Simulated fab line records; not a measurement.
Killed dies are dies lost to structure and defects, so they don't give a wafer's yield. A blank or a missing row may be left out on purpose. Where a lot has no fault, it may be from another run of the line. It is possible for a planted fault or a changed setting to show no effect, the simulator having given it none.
fab line records	flow sfq-line
record: lots: 5	wafers: 27
route steps=325 shown M0@40 M1@69 M2@89 I2@103 I3@133 I4@163
start-h: hours from the record's first day to the start of the lot's first wafer shown	wait-h: hours since the lot's step before	" identical to the entry in the row above	L1.1+2: a row that stands for several wafers	- value missing, or start not given	* or withheld: withheld	< > ~ a bound
route shown NAME@n: NAME is a module with steps in the file, n the number in the route of the first one	usual: mean/standard deviation of fault-free wafers	same: alike in all rows	chamber/n: place in a boat	sites: per-site readings	_std_site: standard deviation across them	_edge_site: inner sites' mean taken away from outer sites' mean	radius-mm: for every site, how far away it sits from the centre of the wafer	mask NAME#n: copy n	behind: the last tool/chamber to shape the wafer	hold: cause of the lot's hold/its duration in hours/its outcome	device: names the non-switching transistor (n, p or np)	end of line: tests run on the same wafers once the route is complete	where a step has no rows: the recipe by itself	killed: count of dies lost to structure and defects at first sort (not the wafer's yield)	map: the dies of a wafer, with x for killed, . for not killed, _ for no die there
set.NAME: the setting as run; set.NAME@STEP: as run at that earlier step	model.NAME: the simulator's own value behind a step, which no gauge read
lots with deliberately changed settings; one table per step, one row per wafer
== steps ==
step: SFQ_TRILAYER_M0_ETCH_METAL_ETCH_024
recipe: target: Nb	stop-on: SiO2	mask-material: PR	chemistry: Cl2/Ar	target-depth-nm: 240	icp-w: 600	bias-w: 80	pressure-mtorr: 10	time-s: 120
lot.wafer	tool	chamber	start-h	wait-h	set.time-s	model.M0.feature-depth-nm	model.KrF_of_TRILAYER_M0_LITHO_COAT_021.thk-nm
L075.1	rie-metal-03	1	254.36	0.0	120	200.6	377.9
L075.2	"	0	"	"	120	201.4	385
L075.3	"	1	"	"	120	199.3	379.2
L077.1	rie-metal-01	0	277.16	0.0	80.06	159.5	428.9
L077.2	"	1	"	"	80.06	158.5	429.2
L077.3	"	1	"	"	120	200.7	381.2
L077.4	"	0	"	"	120	201.2	382.8
L077.5	"	0	"	"	80.06	158.3	430.1
L077.6	"	1	"	"	120	200.4	381
L079.1	rie-metal-01	1	293.96	0.0	64.96	129.7	448.5
L079.2	"	0	"	"	64.96	128.2	448.5
L079.3	"	1	"	"	64.96	130.2	448.1
L079.4	"	0	"	"	120	200.1	383.4
L079.5	"	0	"	"	120	200.8	382.8
L079.6	"	1	"	"	120	200.7	383.6
L081.1	rie-metal-01	0	309.56	0.0	120	198.8	383.2
L081.2	"	1	"	"	120	198.3	383.4
L081.3	"	0	"	"	120	200.6	385.4
L081.4	"	1	"	"	120	197.2	380.5
L081.5	"	0	"	"	120	198.7	385.3
L081.6	"	1	"	"	120	201.1	381.4
L082.1	rie-metal-01	0	329.20	0.0	162.5	207.3	336.1
L082.2	"	1	"	"	120	199	380.4
L082.3	"	1	"	"	120	199.7	382.6
L082.4	"	0	"	"	162.5	208.4	332.5
L082.5	"	0	"	"	162.5	205.7	334.2
L082.6	"	1	"	"	120	199.9	378.8
step: SFQ_TRILAYER_M1_BARC_OPEN_METAL_ETCH_054
recipe: mask-material: PR	chemistry: O2	target-depth-nm: 125	target: BARC	icp-w: 600	bias-w: 80	pressure-mtorr: 10	time-s: 41.7
usual: oes-product-au: 0.685/0.004
lot.wafer	tool	chamber	start-h	wait-h	set.time-s	oes-product-au	model.KrF_of_TRILAYER_M1_LITHO_COAT_039.thk-nm
L075.1	rie-metal-01	0	515.64	0.0	41.7	0.682	525.8
L075.2	"	0	"	"	41.7	0.678	525.9
L075.3	"	0	"	"	41.7	0.680	526.1
L077.1	rie-metal-04	1	542.16	0.0	51.12	0.653	506.6
L077.2	"	1	"	"	41.7	0.686	519.9
L077.3	"	1	"	"	41.7	0.680	518.2
L077.4	"	1	"	"	51.12	0.658	508.9
L077.5	"	1	"	"	51.12	0.668	508.9
L077.6	"	1	"	"	41.7	0.684	518.5
L079.1	rie-metal-04	1	563.89	0.0	50.21	0.655	512.4
L079.2	"	0	"	"	41.7	0.681	522
L079.3	"	0	"	"	41.7	0.687	523.7
L079.4	"	1	"	"	41.7	0.693	523.5
L079.5	"	0	"	"	50.21	0.663	512.2
L079.6	"	1	"	"	50.21	0.664	512.2
L081.1	rie-metal-01	1	578.29	0.0	41.7	0.680	523.8
L081.2	"	0	"	"	41.7	0.685	523.2
L081.3	"	0	"	"	41.7	0.687	522.5
L081.4	"	1	"	"	41.7	0.687	523
L081.5	"	1	"	"	41.7	0.686	521.4
L081.6	"	0	"	"	41.7	0.685	521.2
L082.1	rie-metal-01	0	605.47	0.0	41.7	0.680	523.7
L082.2	"	1	"	"	41.7	0.687	528.5
L082.3	"	0	"	"	28.83	0.822	540.6
L082.4	"	1	"	"	28.83	0.820	541.3
L082.5	"	1	"	"	41.7	0.682	525
L082.6	"	0	"	"	28.83	0.820	539.5
step: SFQ_TRILAYER_M1_ETCH_METAL_ETCH_042
recipe: target: Nb	stop-on: SiO2	mask-material: PR	chemistry: Cl2/Ar	target-depth-nm: 240	icp-w: 600	bias-w: 80	pressure-mtorr: 10	time-s: 120
lot.wafer	tool	chamber	start-h	wait-h	set.time-s@TRILAYER_M1_BARC_OPEN_METAL_ETCH_054	model.KrF_of_TRILAYER_M1_LITHO_COAT_039.thk-nm
L075.1	rie-metal-01	0	515.76	0.1	41.7	386.7
L075.2	"	0	"	"	41.7	385.6
L075.3	"	0	"	"	41.7	385.4
L077.1	rie-metal-04	1	542.28	0.1	51.12	363.4
L077.2	"	1	"	"	41.7	378.7
L077.3	"	1	"	"	41.7	376.9
L077.4	"	1	"	"	51.12	365.8
L077.5	"	1	"	"	51.12	367.6
L077.6	"	1	"	"	41.7	376.7
L079.1	rie-metal-04	1	563.95	0.0	50.21	370.9
L079.2	"	0	"	"	41.7	378.5
L079.3	"	0	"	"	41.7	381.2
L079.4	"	1	"	"	41.7	381.7
L079.5	"	0	"	"	50.21	369.1
L079.6	"	1	"	"	50.21	369.7
L081.1	rie-metal-01	1	578.35	0.0	41.7	385.5
L081.2+3	"	0	"	"	41.7	380.5
L081.4	"	1	"	"	41.7	386.3
L081.5	"	1	"	"	41.7	382.3
L081.6	"	0	"	"	41.7	380.1
L082.1	rie-metal-01	1	605.53	0.0	41.7	386.4
L082.2	"	0	"	"	41.7	384.6
L082.3	"	1	"	"	28.83	402.6
L082.4	"	1	"	"	28.83	403.6
L082.5	"	1	"	"	41.7	386.2
L082.6	"	1	"	"	28.83	401.3
step: SFQ_TRILAYER_M2_DEP_SPUTTER_055
recipe: material: Nb	base-pressure-pa: 1.33e-06	chamber-pressure-pa: 0.1333	substrate-temp-c: 20	resputter-cathode-voltage-v: 400	target-thk-nm: 200	power-w: 2000	time-s: 133.3
lot.wafer	tool	chamber	start-h	wait-h	set.time-s	model.Nb_of_TRILAYER_M2_DEP_SPUTTER_055.thk-nm
L075.1	pvd-sputter-04	-	665.36	0.0	133.3	197.2
L075.2	"	-	"	"	133.3	201.8
L075.3	"	-	"	"	133.3	200.1
L077.1	pvd-sputter-03	-	695.36	0.0	133.3	204.3
L077.2	"	-	"	"	133.3	202.1
L077.3	"	-	"	"	133.3	201
L077.4	"	-	"	"	186.5	283.7
L077.5	"	-	"	"	186.5	284.5
L077.6	"	-	"	"	186.5	281.9
L079.1+2	pvd-sputter-06	-	716.20	0.0	178.8	267.3
L079.3	"	-	"	"	133.3	201.4
L079.4	"	-	"	"	178.8	268.2
L079.5	"	-	"	"	133.3	201.7
L079.6	"	-	"	"	133.3	200.6
L081.1+6	pvd-sputter-03	-	730.73	0.0	133.3	199.2
L081.2	"	-	"	"	133.3	199.4
L081.3	"	-	"	"	133.3	199.5
L081.4	"	-	"	"	133.3	198.6
L081.5	"	-	"	"	133.3	197.3
L082.1	pvd-sputter-04	-	761.71	0.0	133.3	200.6
L082.2	"	-	"	"	133.3	197.9
L082.3	"	-	"	"	133.3	197.3
L082.4	"	-	"	"	75.47	112.1
L082.5	"	-	"	"	75.47	112.5
L082.6	"	-	"	"	75.47	113.6
step: SFQ_M2_RS_MEAS_914
recipe: thk-meas-gauge: four-point-probe	reads: Nb_of_TRILAYER_M2_DEP_SPUTTER_055
usual: M2_NB_RS: 0.884/0.0084
lot.wafer	tool	chamber	start-h	wait-h	set.time-s@TRILAYER_M2_DEP_SPUTTER_055	M2_NB_RS[ohm/sq]
L075.1	film-metro-03	-	665.45	0.0	133.3	0.901
L075.2	"	-	"	"	133.3	0.880
L075.3	"	-	"	"	133.3	0.888
L077.1	film-metro-01	-	695.45	0.0	133.3	0.871
L077.2	"	-	"	"	133.3	0.880
L077.3	"	-	"	"	133.3	0.885
L077.4	"	-	"	"	186.5	0.625
L077.5	"	-	"	"	186.5	0.622
L077.6	"	-	"	"	186.5	0.629
L079.1	film-metro-01	-	716.29	0.0	178.8	0.663
L079.2	"	-	"	"	178.8	0.664
L079.3	"	-	"	"	133.3	0.885
L079.4	"	-	"	"	178.8	0.660
L079.5	"	-	"	"	133.3	0.883
L079.6	"	-	"	"	133.3	0.888
L081.1	film-metro-03	-	730.82	0.0	133.3	0.892
L081.2	"	-	"	"	133.3	0.892
L081.3	"	-	"	"	133.3	0.893
L081.4	"	-	"	"	133.3	0.897
L081.5	"	-	"	"	133.3	0.901
L081.6	"	-	"	"	133.3	0.894
L082.1	film-metro-02	-	761.81	0.0	133.3	0.890
L082.2	"	-	"	"	133.3	0.899
L082.3	"	-	"	"	133.3	0.901
L082.4	"	-	"	"	75.47	1.601
L082.5	"	-	"	"	75.47	1.594
L082.6	"	-	"	"	75.47	1.576
step: SFQ_TRILAYER_M2_LITHO_COAT_062
recipe: resist: BARC	spin-rpm: 3000	resist-thk-nm: 62
step: SFQ_TRILAYER_M2_BARC_OPEN_METAL_ETCH_077
recipe: mask-material: PR	chemistry: O2	target-depth-nm: 125	target: BARC	icp-w: 600	bias-w: 80	pressure-mtorr: 10	time-s: 41.7
step: SFQ_TRILAYER_M2_ETCH_METAL_ETCH_060
recipe: target: Nb	stop-on: SiO2	mask-material: PR	chemistry: Cl2/Ar	target-depth-nm: 240	icp-w: 581.5	bias-w: 80	pressure-mtorr: 10	time-s: 120
usual: oes-product-au: 0.897/0.006
lot.wafer	tool	chamber	start-h	wait-h	set.time-s@TRILAYER_M2_DEP_SPUTTER_055	oes-product-au
L075.1	rie-metal-01	1	667.97	0.0	133.3	0.894
L075.2	"	0	"	"	133.3	0.898
L075.3	"	0	"	"	133.3	0.893
L077.1	rie-metal-02	1	697.97	0.0	133.3	0.906
L077.2	"	0	"	"	133.3	0.901
L077.3	"	0	"	"	133.3	0.900
L077.4	"	1	"	"	186.5	0.976
L077.5	"	1	"	"	186.5	0.975
L077.6	"	0	"	"	186.5	0.991
L079.1	rie-metal-01	1	853.91	0.0	178.8	0.959
L079.2	"	0	"	"	178.8	0.980
L079.3	"	1	"	"	133.3	0.906
L079.4	"	0	"	"	178.8	0.976
L079.5	"	0	"	"	133.3	0.908
L079.6	"	1	"	"	133.3	0.897
L081.1	rie-metal-01	1	865.91	0.0	133.3	0.887
L081.2	"	0	"	"	133.3	0.903
L081.3	"	0	"	"	133.3	0.893
L081.4	"	1	"	"	133.3	0.888
L081.5	"	0	"	"	133.3	0.888
L081.6	"	1	"	"	133.3	0.893
L082.1	rie-metal-02	1	887.63	0.0	133.3	0.904
L082.2	"	0	"	"	133.3	0.889
L082.3	"	1	"	"	133.3	0.883
L082.4	"	0	"	"	75.47	0.667
L082.5	"	1	"	"	75.47	0.671
L082.6	"	0	"	"	75.47	0.669
step: SFQ_TRILAYER_I2_DEP_PECVD_063
recipe: material: SiO2	temp-c: 150	time-s: 111.11	pressure-torr: 2.4	rf-w: 183.3	precursor: SiH4/N2O	target-thk-nm: 500
lot.wafer	tool	chamber	start-h	wait-h	set.time-s	model.SiO2_of_TRILAYER_I2_DEP_PECVD_063.thk-nm
L075.1	pecvd-04	0	668.87	0.0	111.11	497.6
L075.2	"	1	"	"	111.11	492.1
L075.3	"	2	"	"	111.11	498.1
L077.1	pecvd-03	0	698.87	0.0	111.11	491.4
L077.2	"	2	"	"	139.1	607.1
L077.3	"	1	"	"	111.11	496.8
L077.4	"	1	"	"	111.11	500.3
L077.5	"	0	"	"	139.1	632.9
L077.6	"	2	"	"	139.1	621.1
L079.1	pecvd-02	1	854.81	0.0	111.11	497.8
L079.2	"	0	"	"	111.11	492.2
L079.3	"	2	"	"	163.9	733
L079.4	"	2	"	"	163.9	746.5
L079.5	"	1	"	"	111.11	501.4
L079.6	"	0	"	"	163.9	739.1
L081.1	pecvd-02	0	866.81	0.0	127.8	571.7
L081.2	"	2	"	"	111.11	498.9
L081.3	"	1	"	"	127.8	576.2
L081.4	"	1	"	"	111.11	510.8
L081.5	"	0	"	"	111.11	502.2
L081.6	"	2	"	"	127.8	587.7
L082.1	pecvd-02	0	888.53	0.0	111.11	497.4
L082.2	"	1	"	"	111.11	508.9
L082.3	"	2	"	"	111.11	499.5
L082.4	"	1	"	"	111.11	509.1
L082.5	"	2	"	"	111.11	511.8
L082.6	"	0	"	"	111.11	506.4
step: SFQ_TRILAYER_I2_CMP_CMP_064
recipe: material: SiO2	down-force-psi: 3	platen-rpm: 60	pad-velocity-m-s: 0.94248
usual: time-to-endpoint-s: 216/7.9
lot.wafer	tool	chamber	start-h	wait-h	set.time-s@TRILAYER_I2_DEP_PECVD_063	time-to-endpoint-s
L075.1	cmp-02	3	669.45	0.5	111.11	209
L075.2	"	0	"	"	111.11	215
L075.3	"	1	"	"	111.11	216
L077.2	cmp-02	3	698.95	0.0	139.1	284
L077.1	"	0	"	"	111.11	210
L077.4	"	1	"	"	111.11	221
L077.3	"	2	"	"	111.11	211
L077.6	"	3	"	"	139.1	294
L077.5	"	0	"	"	139.1	311
L079.2	cmp-01	2	854.89	0.0	111.11	223
L079.4	"	3	"	"	163.9	404
L079.1	"	0	"	"	111.11	230
L079.3	"	1	"	"	163.9	393
L079.6	"	2	"	"	163.9	401
L079.5	"	3	"	"	111.11	224
L081.2	cmp-01	3	866.89	0.0	111.11	214
L081.4	"	0	"	"	111.11	225
L081.3	"	1	"	"	127.8	262
L081.1	"	2	"	"	127.8	264
L081.6	"	3	"	"	127.8	276
L081.5	"	0	"	"	111.11	218
L082.3	cmp-02	1	892.32	3.7	111.11	228
L082.2	"	2	"	"	111.11	222
L082.1	"	3	"	"	111.11	214
L082.4	"	0	"	"	111.11	227
L082.6	"	1	"	"	111.11	230
L082.5	"	2	"	"	111.11	224
step: SFQ_TRILAYER_I3_DEP_PECVD_081
recipe: material: SiO2	temp-c: 150	time-s: 111.11	pressure-torr: 2.4	rf-w: 183.3	precursor: SiH4/N2O	target-thk-nm: 500
lot.wafer	tool	chamber	start-h	wait-h	set.time-s	model.SiO2_of_TRILAYER_I3_DEP_PECVD_081.thk-nm
L075.1	pecvd-03	0	900.53	0.0	111.11	495.7
L075.2	"	1	"	"	111.11	501.9
L075.3	"	2	"	"	111.11	489.6
L077.1	pecvd-03	2	905.33	0.0	111.11	485.1
L077.2	"	0	"	"	111.11	489.8
L077.3	"	1	"	"	111.11	495.6
L077.4	"	2	"	"	111.11	495.5
L077.5	"	0	"	"	111.11	502
L077.6	"	1	"	"	111.11	508.8
L079.1	pecvd-02	2	997.50	0.0	130	586.4
L079.2	"	1	"	"	111.11	490.7
L079.3	"	0	"	"	111.11	494.8
L079.4	"	2	"	"	130	587.8
L079.5	"	0	"	"	130	585.9
L079.6	"	1	"	"	111.11	504.1
L081.1	pecvd-02	0	1004.72	0.0	111.11	498
L081.2	"	2	"	"	111.11	502.9
L081.3	"	1	"	"	111.11	491.6
L081.4	"	2	"	"	111.11	508
L081.5	"	0	"	"	111.11	504.2
L081.6	"	1	"	"	111.11	501.4
L082.1	pecvd-02	2	1033.50	0.0	111.11	496.9
L082.2	"	0	"	"	111.11	495.7
L082.3	"	1	"	"	72.19	321.8
L082.4	"	2	"	"	72.19	335.4
L082.5	"	0	"	"	72.19	332.9
L082.6	"	1	"	"	111.11	500.4
step: SFQ_TRILAYER_I3_CMP_CMP_082
recipe: material: SiO2	down-force-psi: 3	platen-rpm: 60	pad-velocity-m-s: 0.94248
usual: time-to-endpoint-s: 218/5.8
lot.wafer	tool	chamber	start-h	wait-h	set.time-s@TRILAYER_I3_DEP_PECVD_081	time-to-endpoint-s
L075.2	cmp-02	0	904.32	3.7	111.11	222
L075.1	"	1	"	"	111.11	216
L075.3	"	3	905.82	5.2	111.11	208
L077.4	cmp-02	3	913.80	8.4	111.11	210
L077.2	"	0	"	"	111.11	217
L077.3	"	1	"	"	111.11	223
L077.1	"	2	"	"	111.11	209
L077.6	"	3	"	"	111.11	223
L077.5	"	0	"	"	111.11	220
L079.3	cmp-02	0	1009.37	11.8	111.11	214
L079.2	"	1	"	"	111.11	219
L079.1	"	2	"	"	130	274
L079.4	"	3	"	"	130	278
L079.6	"	0	"	"	111.11	218
L079.5	"	1	"	"	130	292
L081.3	cmp-02	3	1015.37	10.6	111.11	205
L081.1	"	0	"	"	111.11	214
L081.4	"	1	"	"	111.11	233
L081.2	"	2	"	"	111.11	219
L081.5	"	3	"	"	111.11	214
L081.6	"	0	"	"	111.11	216
L082.3	cmp-01	0	1033.58	0.0	72.19	88
L082.4	"	1	"	"	72.19	97
L082.2	"	2	"	"	111.11	213
L082.1	"	3	"	"	111.11	209
L082.6	"	0	"	"	111.11	221
L082.5	"	1	"	"	72.19	97
step: SFQ_TRILAYER_I4_DEP_PECVD_099
recipe: material: SiO2	temp-c: 150	time-s: 111.11	pressure-torr: 2.4	rf-w: 183.3	precursor: SiH4/N2O	target-thk-nm: 500
lot.wafer	tool	chamber	start-h	wait-h	set.time-s	model.SiO2_of_TRILAYER_I4_DEP_PECVD_099.thk-nm
L075.1	pecvd-01	0	1163.81	0.0	111.11	492.6
L075.2	"	2	"	"	111.11	497.1
L075.3	"	1	"	"	111.11	500.3
L077.1	pecvd-01	1	1167.87	0.0	159	707.8
L077.2	"	2	"	"	111.11	489.1
L077.3	"	0	"	"	159	709.9
L077.4	"	2	"	"	111.11	507.2
L077.5	"	0	"	"	111.11	499.2
L077.6	"	1	"	"	159	716
L079.1	pecvd-02	1	1176.39	0.0	111.11	486.3
L079.2	"	2	"	"	111.11	484.1
L079.3	"	0	"	"	111.11	481.8
L079.4	"	1	"	"	111.11	498.6
L079.5	"	2	"	"	111.11	494.7
L079.6	"	0	"	"	111.11	485.3
L081.1	pecvd-02	2	1179.99	0.0	111.11	487.6
L081.2	"	1	"	"	111.11	492.6
L081.3	"	0	"	"	111.11	488.7
L081.4	"	0	"	"	160.4	725.3
L081.5	"	1	"	"	160.4	727.7
L081.6	"	2	"	"	160.4	724.6
L082.1	pecvd-01	0	1182.39	0.0	134.2	599.1
L082.2	"	1	"	"	111.11	502.5
L082.3	"	2	"	"	111.11	497.8
L082.4	"	0	"	"	134.2	612
L082.5	"	1	"	"	111.11	508.6
L082.6	"	2	"	"	134.2	609.5
step: SFQ_TRILAYER_I4_CMP_CMP_100
recipe: material: SiO2	down-force-psi: 3	platen-rpm: 60	pad-velocity-m-s: 0.94248
usual: time-to-endpoint-s: 215/6.8
lot.wafer	tool	chamber	start-h	wait-h	set.time-s@TRILAYER_I4_DEP_PECVD_099	time-to-endpoint-s
L075.3	cmp-01	3	1171.75	7.9	111.11	208
L075.2	"	0	"	"	111.11	213
L075.1	"	2	1173.25	9.4	111.11	206
L077.3	cmp-01	0	1174.75	6.8	159	363
L077.1	"	1	"	"	159	364
L077.2	"	2	"	"	111.11	206
L077.4	"	3	"	"	111.11	221
L077.6	"	0	"	"	159	377
L077.5	"	1	"	"	111.11	211
L079.1	cmp-02	3	1178.75	2.3	111.11	200
L079.4	"	0	"	"	111.11	218
L079.2	"	1	"	"	111.11	206
L079.3	"	2	"	"	111.11	200
L079.6	"	3	"	"	111.11	202
L079.5	"	0	"	"	111.11	212
L081.2	cmp-01	0	1183.75	3.7	111.11	214
L081.4	"	1	"	"	160.4	381
L081.1	"	2	"	"	111.11	210
L081.3	"	3	"	"	111.11	208
L081.6	"	0	"	"	160.4	382
L081.5	"	1	"	"	160.4	370
L082.4	cmp-02	1	1184.75	2.3	134.2	310
L082.2	"	2	"	"	111.11	220
L082.1	"	3	"	"	134.2	297
L082.3	"	0	"	"	111.11	220
L082.5	"	1	"	"	111.11	232
L082.6	"	2	"	"	134.2	299
== key ==
split: step: SFQ_TRILAYER_M0_ETCH_METAL_ETCH_024	setting: time-s	stated: 120	by: wafer
response: step: SFQ_TRILAYER_M0_ETCH_METAL_ETCH_024	reading: model.M0.feature-depth-nm	shape: bent	at-lowest: 129.3	at-stated: 199.9	at-highest: 207.1
response: step: SFQ_TRILAYER_M0_ETCH_METAL_ETCH_024	reading: model.KrF_of_TRILAYER_M0_LITHO_COAT_021.thk-nm	change: -1.39	per: 1%	r: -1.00
split: step: SFQ_TRILAYER_M1_BARC_OPEN_METAL_ETCH_054	setting: time-s	stated: 41.7	by: wafer
response: step: SFQ_TRILAYER_M1_BARC_OPEN_METAL_ETCH_054	reading: oes-product-au	change: -0.00282	per: 1%	r: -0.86
response: step: SFQ_TRILAYER_M1_BARC_OPEN_METAL_ETCH_054	reading: model.KrF_of_TRILAYER_M1_LITHO_COAT_039.thk-nm	change: -0.488	per: 1%	r: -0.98
response: step: SFQ_TRILAYER_M1_ETCH_METAL_ETCH_042	reading: model.KrF_of_TRILAYER_M1_LITHO_COAT_039.thk-nm	change: -0.533	per: 1%	r: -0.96
split: step: SFQ_TRILAYER_M2_DEP_SPUTTER_055	setting: time-s	stated: 133.3	by: wafer
response: step: SFQ_TRILAYER_M2_DEP_SPUTTER_055	reading: model.Nb_of_TRILAYER_M2_DEP_SPUTTER_055.thk-nm	change: +1.99	per: 1%	r: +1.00
response: step: SFQ_M2_RS_MEAS_914	reading: M2_NB_RS	change: -0.0103	per: 1%	r: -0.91
response: step: SFQ_TRILAYER_M2_ETCH_METAL_ETCH_060	reading: oes-product-au	change: +0.00326	per: 1%	r: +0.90
split: step: SFQ_TRILAYER_I2_DEP_PECVD_063	setting: time-s	stated: 111.11	by: wafer
response: step: SFQ_TRILAYER_I2_DEP_PECVD_063	reading: model.SiO2_of_TRILAYER_I2_DEP_PECVD_063.thk-nm	change: +5.06	per: 1%	r: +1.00
response: step: SFQ_TRILAYER_I2_CMP_CMP_064	reading: time-to-endpoint-s	change: *	per: 1%	r: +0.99
split: step: SFQ_TRILAYER_I3_DEP_PECVD_081	setting: time-s	stated: 111.11	by: wafer
response: step: SFQ_TRILAYER_I3_DEP_PECVD_081	reading: model.SiO2_of_TRILAYER_I3_DEP_PECVD_081.thk-nm	change: +4.88	per: 1%	r: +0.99
response: step: SFQ_TRILAYER_I3_CMP_CMP_082	reading: time-to-endpoint-s	change: *	per: 1%	r: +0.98
split: step: SFQ_TRILAYER_I4_DEP_PECVD_099	setting: time-s	stated: 111.11	by: wafer
response: step: SFQ_TRILAYER_I4_DEP_PECVD_099	reading: model.SiO2_of_TRILAYER_I4_DEP_PECVD_099.thk-nm	change: +5.12	per: 1%	r: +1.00
response: step: SFQ_TRILAYER_I4_CMP_CMP_100	reading: time-to-endpoint-s	change: *	per: 1%	r: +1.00
